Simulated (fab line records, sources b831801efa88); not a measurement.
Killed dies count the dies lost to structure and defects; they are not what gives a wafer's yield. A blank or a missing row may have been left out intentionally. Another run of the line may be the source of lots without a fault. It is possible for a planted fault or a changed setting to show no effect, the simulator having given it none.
Struck lot and sound lot, side by side -- flow sfq-line -- 13 steps out of a route of 325
Sound: wafers L142.3, L142.4, L142.5. Struck: wafers L147.1, L147.2, L147.6. At the end, the cause is stated.
For every step that has rows: the tool of each side, followed by ch and its chambers, followed by its first start. Under that, the readings that differ: sound wafers -- struck wafers -- difference of the means -- sigmas: that difference in standard deviations of wafers without a fault.
alike: same words and numbers on both sides, and readings whose means sit less than 2 such deviations apart. not compared: any withheld reading, any reading some wafer has no value for, any bound like >300 that may hide the same value, and any number with overlapping values for which the record gives no deviation.
A row with sigmas, a row that says differs or no value, or rows on one side alone: a step with any of these is where the two part. Numbers that have no deviation but don't overlap get no sigmas and don't part them. Lack of a reading on every wafer of one side parts them only where that side has two or more wafers.

SFQ_TRILAYER_M2_DEP_SPUTTER_055: material Nb, target thk 200 nm, time 133.3 s.
  sound on pvd-sputter-05 at day 18 08:20; struck on pvd-sputter-06 at day 20 05:55
  alike: throttle-valve-pct
SFQ_M2_RS_MEAS_914: the measuring method here is four-point-probe.
  sound on film-metro-01 at day 18 08:28; struck on film-metro-01 at day 20 06:01
  alike: M2_NB_RS
then, 6 steps without rows for these wafers: SFQ_TRILAYER_M2_LITHO_COAT_062 (resist thk 62 nm); SFQ_TRILAYER_M2_LITHO_COAT_057 (resist thk 600 nm); SFQ_TRILAYER_M2_LITHO_SOFTBAKE_061; SFQ_TRILAYER_M2_LITHO_EXPOSE_058 (exposes mask M2, target cd 500 nm); SFQ_TRILAYER_M2_LITHO_PEB_060 (peb time 60 s); SFQ_TRILAYER_M2_LITHO_DEVELOP_059 (time 60 s).
-- the record jumps here: 3 days lie between the struck wafers' starts before and after --
SFQ_M2_OVL_MEAS_916:
  sound on overlay-01 at day 21 00:40; struck on overlay-01 at day 23 00:40
reading,sound,struck,difference,sigmas
M2_OVL (nm),-12 -15 -12,0 -3 5,+14,+2
SFQ_TRILAYER_M2_BARC_OPEN_METAL_ETCH_077: etches BARC in O2, target depth 125 nm, time 41.7 s.
  sound on rie-metal-02 ch 0,1, day 21 00:43; struck on rie-metal-02 ch 0,1, day 23 00:41
  alike: drypump-motor-current-A, oes-product-au
  not compared: rf-hours-counter-h
SFQ_TRILAYER_M2_ETCH_METAL_ETCH_060: etches Nb in Cl2/Ar, stops on SiO2, target depth 240 nm, time 120 s.
  sound on rie-metal-02 ch 0,1, day 21 00:47; struck on rie-metal-02 ch 0,1, day 23 00:45
  alike: drypump-motor-current-A, oes-product-au
  not compared: rf-hours-counter-h
SFQ_TRILAYER_M2_STRIP_STRIP_061: strips in O2.
  sound on rie-metal-02 ch 0,1, day 21 01:05; struck on rie-metal-02 ch 0,1, day 23 00:53
reading,sound,struck,difference,sigmas
overash-fraction,0.65 0.65 0.65,0.39 0.39 0.39,-0.26,
  alike: drypump-motor-current-A, oes-product-au
  not compared: rf-hours-counter-h
then, 1 step without rows for these wafers: SFQ_TRILAYER_M2_STRIP_SOLV_CLEAN_062 (cleans in NMP, time 600 s).

== WHERE THEY PART ==
Only at SFQ_M2_OVL_MEAS_916, within this record. Later steps at which nothing parts them and some readings are alike: SFQ_TRILAYER_M2_BARC_OPEN_METAL_ETCH_077, SFQ_TRILAYER_M2_ETCH_METAL_ETCH_060, SFQ_TRILAYER_M2_STRIP_STRIP_061.

WHY: whatever the simulator had introduced
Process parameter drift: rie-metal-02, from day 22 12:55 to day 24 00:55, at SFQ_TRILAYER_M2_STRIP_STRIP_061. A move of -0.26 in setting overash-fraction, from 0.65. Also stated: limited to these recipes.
